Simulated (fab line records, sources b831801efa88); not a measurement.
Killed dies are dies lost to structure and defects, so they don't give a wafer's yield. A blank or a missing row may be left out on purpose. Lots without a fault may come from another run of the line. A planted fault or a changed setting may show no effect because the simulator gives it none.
Problem report in the 8D (eight disciplines) form, filled by code | flow gf180mcu | the parts of the form that need people (team, actions taken, sign-off) are left out

1. THE PROBLEM
V3_CVD_00_THK at GF_V3_THK_MEAS_01 reads a mean of 515 nm on 6 wafers of 2 lots; wafers without a fault read 601 nm with a standard deviation of 6.2. That is -14 standard deviations from the usual mean.
First seen on wafer L840.1, day 27 06:04, on film_metro-04. The record holds 39 wafers of 13 lots with a number at this step. Rule for "out", or "out of limits": more than 4 standard deviations from the usual mean. The other wafers with a number count as sound.

2. WHAT IT IS AND WHAT IT IS NOT
question                    | is                           | is not
which readings at this step | V3_CVD_00_THK                | -
which lots                  | L840, L842                   | L823, L825, L826, L827, L828, L829, L831, L832, L833, L843, L845
which wafers of those lots  | all that have a number       | -
read on which gauges        | film_metro-01, film_metro-04 | film_metro-02
when                        | from day 27 06:04            | up to then (27 sound wafers); but 6 sound wafers of L843, L845 came after

3. SUSPECTS, AND WHAT RULES EACH OUT
Counting: a tool at a process step up to the reading stays a suspect if it ran every lot that is out and no sound lot after the first of them.
- the gauge at GF_V3_THK_MEAS_01: ruled out. The wafers that are out were read on 2 gauges (film_metro-01, film_metro-04).
- hdpcvd-01 at GF_V3_CVD_00 (deposits SiO2, target thk 600 nm, time 100 s): kept. It ran every lot that is out, first L840 (day 27 05:59), and no sound lot after that; its last sound lot up to then is L827 (day 22 23:50). Its own readings are out on those wafers: sih4_flow_sccm.
Left after counting: hdpcvd-01 at GF_V3_CVD_00.

4. THE CAUSE (what the simulator had put in)
Process parameter drift: hdpcvd-01, from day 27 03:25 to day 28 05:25, at GF_V3_CVD_00. Setting sih4_flow_sccm, moved by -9, from 60. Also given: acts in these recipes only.
Counting left only this tool.

5. THE CHAIN OF EFFECTS, in route order
Each row: a reading whose mean over the struck wafers that have a number lies more than 3 standard deviations from the usual. Only readings for which the record gives a usual standard deviation are gone through. hours: the time from each lot's start at the first step in this table that gives one to its start at this step, as a median over the lots. sigmas: the change in usual standard deviations.
hours | step              | reading        | usual      | on struck wafers | change | sigmas
0     | GF_V3_CVD_00      | sih4_flow_sccm | 60.00 sccm | 51.03            | -8.97  | -47
0     | GF_V3_THK_MEAS_01 | V3_CVD_00_THK  | 601 nm     | 515              | -86    | -14
The process steps in it:
- GF_V3_CVD_00: deposits SiO2, target thk 600 nm, time 100 s.

6. WHAT WOULD HAVE CAUGHT IT SOONER
In this record the first reading out of limits at a measuring or inspecting step was taken at day 27 06:04, 3 hours after the fault began at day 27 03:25.
The tool's own readings at GF_V3_CVD_00 were out on every struck wafer that the step has a row for (sih4_flow_sccm): an alarm limit on them would have fired on the first of those.
Of the lots that are out (2), L842 began GF_V3_CVD_00 on hdpcvd-01 after day 27 06:04. A hold on the tool at that time would have spared it.
